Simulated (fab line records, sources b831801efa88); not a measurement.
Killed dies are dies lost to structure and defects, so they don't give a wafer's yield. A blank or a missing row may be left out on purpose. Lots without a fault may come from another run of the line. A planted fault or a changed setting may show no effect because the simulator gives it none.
Which tool did it? | flow gf180mcu | 6 lots, 18 wafers sampled, at 3 steps of a route of 602

WHAT THE GAUGES READ, wafer by wafer
GF_M4_CD_MEAS_14: target cd 280 nm.
lot  | measured     | on        | cd_nm (nm)
L120 | day 24 07:47 | cd_sem-01 | 281.6 280.3 280.9
L122 | day 24 15:38 | cd_sem-01 | 279.9 280.6 279.8
L124 | day 25 07:53 | cd_sem-02 | 279.3 279.0 279.0
L126 | day 26 09:19 | cd_sem-01 | 279.3 279.3 279.3
L135 | day 28 17:14 | cd_sem-01 | 279.3 278.8 279.6
L138 | day 29 14:37 | cd_sem-01 | 290.1 290.7 290.0

WHICH TOOL RAN EACH LOT (tool, then ch and the chambers of the sampled wafers, then the start)
lot  | GF_V3_CVD_02                    | GF_M4_SOFTBAKE_10
L120 | pecvd-01 ch 0,1, day 22 08:19   | litho_track-04 ch 0, day 23 20:20
L122 | pecvd-01 ch 0,2, day 22 16:24   | litho_track-04 ch 0, day 24 04:38
L124 | pecvd-01 ch 0,1, day 23 10:11   | litho_track-03 ch 0, day 24 21:07
L126 | pecvd-03 ch 0,1,2, day 24 12:30 | litho_track-03 ch 0, day 25 22:55
L135 | pecvd-03 ch 0,1, day 26 23:15   | litho_track-03 ch 0, day 28 07:02
L138 | pecvd-03 ch 0,1,2, day 27 22:14 | litho_track-03 ch 0, day 29 05:25
- GF_V3_CVD_02: deposits SiO2 from TEOS, target thk 850 nm, time 94.851 s.
- GF_M4_SOFTBAKE_10: time 60 s.

THE ANSWER, worked out from the rows above alone
Rule: what is usual is taken from the lots themselves. Put in order of their means at a reading, lots are off if they are a third of the lots or fewer, leave a main group of 4 or more, and stand apart from it by a gap of 3 or more times the standard deviation of the main group's means; of several such gaps the widest counts. A main group whose means are all the same, to the digits that the tables above print for the reading, isn't used. A lot without any number at a reading at which 4 lots or more have one is off too. The other lots that the step has rows for count as sound.
Off: L138, at GF_M4_CD_MEAS_14 (cd_nm). The main group: mean 279.7 nm, standard deviation 0.69.
A tool fits if, at a process step before that reading, it ran every lot that is off, and no sound lot after the first of them. The gauges at GF_M4_CD_MEAS_14 are tried like those tools. Can't be told from this: 3 tools fit, pecvd-03 at GF_V3_CVD_02, litho_track-03 at GF_M4_SOFTBAKE_10, cd_sem-01 at GF_M4_CD_MEAS_14.

WHAT THE SIMULATOR HAD PUT IN
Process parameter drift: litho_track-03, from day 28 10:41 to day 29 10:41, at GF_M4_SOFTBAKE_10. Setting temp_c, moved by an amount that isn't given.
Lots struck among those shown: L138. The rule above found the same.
